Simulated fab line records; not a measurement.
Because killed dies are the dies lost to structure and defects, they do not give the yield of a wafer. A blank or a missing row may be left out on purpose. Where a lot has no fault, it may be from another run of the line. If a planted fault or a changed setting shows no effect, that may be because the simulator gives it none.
Which of the tools did it? || flow sky130 || 33 wafers from 11 lots sampled at 4 of the route's 708 steps

WHAT THE GAUGES SHOWED, per wafer
SKY_VIA2_CD_MEAS_12: the cd target is 200 nm.
{"lot": "L805", "measured": "day 36 06:22", "on": "cd sem-01", "cd nm (nm)": "198.9 200.4 200.2"}
{"lot": "L806", "measured": "day 36 16:49", "on": "cd sem-01", "cd nm (nm)": "199.0 199.7 199.4"}
{"lot": "L807", "measured": "day 37 00:28", "on": "cd sem-01", "cd nm (nm)": "198.8 200.4 198.7"}
{"lot": "L809", "measured": "day 37 16:06", "on": "cd sem-02", "cd nm (nm)": "205.2 202.6 203.7"}
{"lot": "L811", "measured": "day 38 10:04", "on": "cd sem-01", "cd nm (nm)": "199.9 200.6 200.4"}
{"lot": "L812", "measured": "day 38 16:37", "on": "cd sem-02", "cd nm (nm)": "200.7 200.3 200.3"}
{"lot": "L813", "measured": "day 38 19:13", "on": "cd sem-02", "cd nm (nm)": "201.8 201.1 200.6"}
{"lot": "L818", "measured": "day 40 06:07", "on": "cd sem-02", "cd nm (nm)": "182.2 200.8 200.6"}
{"lot": "L826", "measured": "day 42 18:04", "on": "cd sem-02", "cd nm (nm)": "199.1 199.2 200.4"}
{"lot": "L827", "measured": "day 42 20:32", "on": "cd sem-02", "cd nm (nm)": "199.1 200.1 200.1"}
{"lot": "L828", "measured": "day 43 11:14", "on": "cd sem-01", "cd nm (nm)": "199.1 199.6 199.5"}

WHAT TOOL EACH LOT RAN ON (gives the tool, then ch and the chambers of the sampled wafers, and finally the start)
{"lot": "L805", "SKY_VIA1_ETCH_14": "rie diel-02 ch 0,3, day 33 22:59", "SKY_VIA2_CMP_02": "cmp-01 ch 1,2,3, day 35 04:25", "SKY_VIA2_EXPOSE_09": "krf scanner-01 ch 0, day 35 18:08"}
{"lot": "L806", "SKY_VIA1_ETCH_14": "rie diel-01 ch 1,2,3, day 34 09:47", "SKY_VIA2_CMP_02": "cmp-02 ch 0,1,2, day 35 14:40", "SKY_VIA2_EXPOSE_09": "krf scanner-01 ch 0, day 36 03:52"}
{"lot": "L807", "SKY_VIA1_ETCH_14": "rie diel-01 ch 2,3, day 34 18:07", "SKY_VIA2_CMP_02": "cmp-01 ch 1,2,3, day 35 22:30", "SKY_VIA2_EXPOSE_09": "krf scanner-01 ch 0, day 36 11:57"}
{"lot": "L809", "SKY_VIA1_ETCH_14": "rie diel-01 ch 0,1, day 35 09:47", "SKY_VIA2_CMP_02": "cmp-01 ch 0,1,2, day 36 14:13", "SKY_VIA2_EXPOSE_09": "krf scanner-02 ch 0, day 37 03:46"}
{"lot": "L811", "SKY_VIA1_ETCH_14": "rie diel-01 ch 1,2,3, day 36 03:13", "SKY_VIA2_CMP_02": "cmp-02 ch 0,1,2, day 37 08:02", "SKY_VIA2_EXPOSE_09": "krf scanner-01 ch 0, day 37 21:50"}
{"lot": "L812", "SKY_VIA1_ETCH_14": "rie diel-02 ch 2,3, day 36 09:49", "SKY_VIA2_CMP_02": "cmp-01 ch 0,2,3, day 37 15:00", "SKY_VIA2_EXPOSE_09": "krf scanner-02 ch 0, day 38 04:04"}
{"lot": "L813", "SKY_VIA1_ETCH_14": "rie diel-03 ch 0,1, day 36 13:25", "SKY_VIA2_CMP_02": "cmp-02 ch 0,1,2, day 37 18:01", "SKY_VIA2_EXPOSE_09": "krf scanner-01 ch 0, day 38 06:54"}
{"lot": "L818", "SKY_VIA1_ETCH_14": "rie diel-02 ch 0,2,3, day 38 00:38", "SKY_VIA2_CMP_02": "cmp-02 ch 0,1,3, day 39 05:49", "SKY_VIA2_EXPOSE_09": "krf scanner-02 ch 0, day 39 17:32"}
{"lot": "L826", "SKY_VIA1_ETCH_14": "rie diel-02 ch 0,1,3, day 40 16:08", "SKY_VIA2_CMP_02": "cmp-02 ch 0,2,3, day 41 18:35", "SKY_VIA2_EXPOSE_09": "krf scanner-02 ch 0, day 42 07:25"}
{"lot": "L827", "SKY_VIA1_ETCH_14": "rie diel-03 ch 0,1,2, day 40 18:54", "SKY_VIA2_CMP_02": "cmp-02 ch 1,2,3, day 41 21:14", "SKY_VIA2_EXPOSE_09": "krf scanner-01 ch 0, day 42 09:30"}
{"lot": "L828", "SKY_VIA1_ETCH_14": "rie diel-01 ch 0,1,3, day 41 10:13", "SKY_VIA2_CMP_02": "cmp-02 ch 1,2,3, day 42 11:47", "SKY_VIA2_EXPOSE_09": "krf scanner-01 ch 0, day 42 23:02"}
- SKY_VIA1_ETCH_14: etches BARC in N2/H2, stops on SiO2, time 45.9 s, target depth 60 nm.
- SKY_VIA2_CMP_02: polishes SiO2.
- SKY_VIA2_EXPOSE_09: exposes mask VIM2, target cd 200 nm.

THE ANSWER, worked out from the rows above alone
Rule: what is usual is taken from the lots themselves. The widest of any qualifying gaps counts: lots, ordered by their means at a reading, are off when they make up no more than a third of the lots, leave a main group of 4 or more, and stand apart from it by 3 or more times the standard deviation of that group's means. A main group is skipped when, at the precision printed for the reading in the tables above, its means are all equal. Also off: a lot with no number at a reading for which 4 or more lots have one. All remaining lots with rows at the step are treated as sound.
Off: L818, at SKY_VIA2_CD_MEAS_12 (cd nm). The main group has a mean of 200.3 nm with a standard deviation of 1.3.
If a tool, at a process step before that reading, ran all the lots that are off and no sound lot after the first of them, it fits. Gauges at SKY_VIA2_CD_MEAS_12: tried the same way as those tools. No candidate that was tried fits.

WHAT HAD BEEN PUT IN BY THE SIMULATOR
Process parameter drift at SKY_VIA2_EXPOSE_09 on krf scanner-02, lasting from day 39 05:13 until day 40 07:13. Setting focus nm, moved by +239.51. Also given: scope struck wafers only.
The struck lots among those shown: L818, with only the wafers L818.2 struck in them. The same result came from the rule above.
